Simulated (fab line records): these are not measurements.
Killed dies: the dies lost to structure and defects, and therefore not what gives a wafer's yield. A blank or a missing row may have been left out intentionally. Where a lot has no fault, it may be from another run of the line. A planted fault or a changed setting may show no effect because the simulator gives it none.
A lot that was struck, set against a sound lot | flow sky130 | 21 out of 708 route steps
Sound: the wafers L617.2, L617.3, L617.5. The struck wafers were L629.2, L629.3, L629.5. Last of all comes the cause.
At each step with rows: each side's tool, then ch and its chambers, then its first start. Under that, the readings that differ: sound wafers | struck wafers | difference of the means | sigmas: that difference in standard deviations of wafers without a fault.
alike: a reading whose means differ by less than 2 such deviations, as well as words and numbers matching on both sides. not compared: withheld readings; readings where some wafer has no value; bounds like >300 that might hide an equal value; numbers whose values overlap and for which the record gives no deviation.
A row with sigmas, a row that says differs or no value, or rows on one side alone: a step with any of these is where the two part. When numbers do not overlap yet have no deviation, they are printed without sigmas and do not part them. A reading missing from all wafers of one side parts the sides only when that side holds two or more wafers.

first, 1 step without rows for these wafers: SKY_RES_XHIGH_IMPLANT_07.
SKY_RES_XHIGH_STRIP_08: strips in O2/N2.
  sound on plasma_asher-04 ch 0, day 28 04:55; struck on plasma_asher-02 ch 0,1, day 32 07:48
  reading             | sound             | struck            | difference | sigmas
  n2_flow_sccm (sccm) | 301.5 301.9 300.3 | 298.8 299.7 299.5 | -1.9       | -2
  alike: chamber_pressure_mTorr, drypump_motor_current_A, oes_product_au, strip_time_to_endpoint_s
  not compared: rf_hours_counter_h
SKY_RES_XHIGH_TW_MEAS_09:
  struck on film_metro-03, day 32 07:55; sound on film_metro-04, day 28 05:02
  alike: RES_XHIGH_TW
then, 7 steps without rows for these wafers: SKY_SD_N_DEHYDRATE_00 (time 60 s); SKY_SD_N_HMDS_01 (prime time 60 s); SKY_SD_N_COAT_02 (resist thk 1140 nm); SKY_SD_N_SOFTBAKE_03 (time 60 s); SKY_SD_N_EXPOSE_04 (exposes mask NSDM, target cd 380 nm); SKY_SD_N_PEB_05; SKY_SD_N_DEVELOP_06 (develop time 60 s).
SKY_SD_N_CD_MEAS_07: the cd target is 380 nm.
  struck on cd_sem-02, day 33 11:10; sound on cd_sem-01, day 29 09:22
  alike: cd_nm
SKY_SD_N_OVL_MEAS_08:
  struck on overlay-02, day 33 11:16; sound on overlay-01, day 29 09:28
  alike: SD_N_OVL
SKY_SD_N_IMPLANT_09:
  sound on implanter-04 ch 0, day 29 09:32; struck on implanter-02 ch 0, day 33 11:19
  reading                   | sound                | struck               | difference | sigmas
  beam_energy_keV           | 50.006 50.018 50.028 | 51.281 51.285 51.299 | +1.271     | +67
  model.implant.drp_nm (nm) | 14.11 14.11 14.11    | 14.38 14.38 14.38    | +0.27      |
following that, these wafers have no rows for 1 step: SKY_SD_N_IMPLANT_10.
SKY_SD_N_STRIP_11: strips in O2/N2.
  sound on plasma_asher-01 ch 0,1, day 29 09:48; struck on plasma_asher-01 ch 0,1, day 33 11:35
  reading                      | sound             | struck            | difference | sigmas
  strip_time_to_endpoint_s (s) | 22.48 22.51 22.51 | 22.67 22.65 22.67 | +0.16      | +4
  alike: chamber_pressure_mTorr, drypump_motor_current_A, n2_flow_sccm, oes_product_au
  not compared: rf_hours_counter_h
SKY_SD_N_TW_MEAS_12:
  struck on film_metro-02, day 33 11:42; sound on film_metro-04, day 29 09:55
  alike: SD_N_TW
then, 1 step without rows for these wafers: SKY_SD_N_CLEAN_13 (cleans in SC1/SC2, time 150 s).
SKY_SD_N_RTA_14: time 2 s.
  sound on rtp_anneal-01 ch 0, day 29 10:01; struck on rtp_anneal-01 ch 0, day 33 11:52
  alike: lamp_power_pct, wafer_temp_C_max
SKY_SD_N_RS_MEAS_16: measurement is done with a four-point probe.
  struck on film_metro-03, day 33 12:03; sound on film_metro-02, day 29 10:13
  reading          | sound             | struck            | difference | sigmas
  SD_N_RS (ohm/sq) | 68.54 68.38 68.54 | 67.76 67.83 67.68 | -0.73      | -7
SKY_SD_N_RS_MEAS_17: measurement is done with a four-point probe.
  struck on film_metro-03, day 33 12:10; sound on film_metro-02, day 29 10:20
  alike: SD_P_RS
-- here the record skips 17 days between the struck wafers' starts before and after, leaving off in module SD_N and picking up in module PAD_OPEN (first step shown: number 708 of the route) --
SKY_PAD_OPEN_PROBE_99:
  struck on prober-01, day 50 02:17; sound on prober-02, day 47 04:04
  reading            | sound    | struck   | difference | sigmas
  killed_at_contacts | 19 17 24 | 34 35 38 | +16        | +3
  alike: killed_at_M0_to_M3, killed_at_M4_up, killed_at_front_end, killed_at_other, killed_dies, killed_open, killed_short

## WHERE THEY PART
Last at SKY_PAD_OPEN_PROBE_99 as far as this record goes, first at SKY_RES_XHIGH_STRIP_08.

WHY: what the simulator had put in
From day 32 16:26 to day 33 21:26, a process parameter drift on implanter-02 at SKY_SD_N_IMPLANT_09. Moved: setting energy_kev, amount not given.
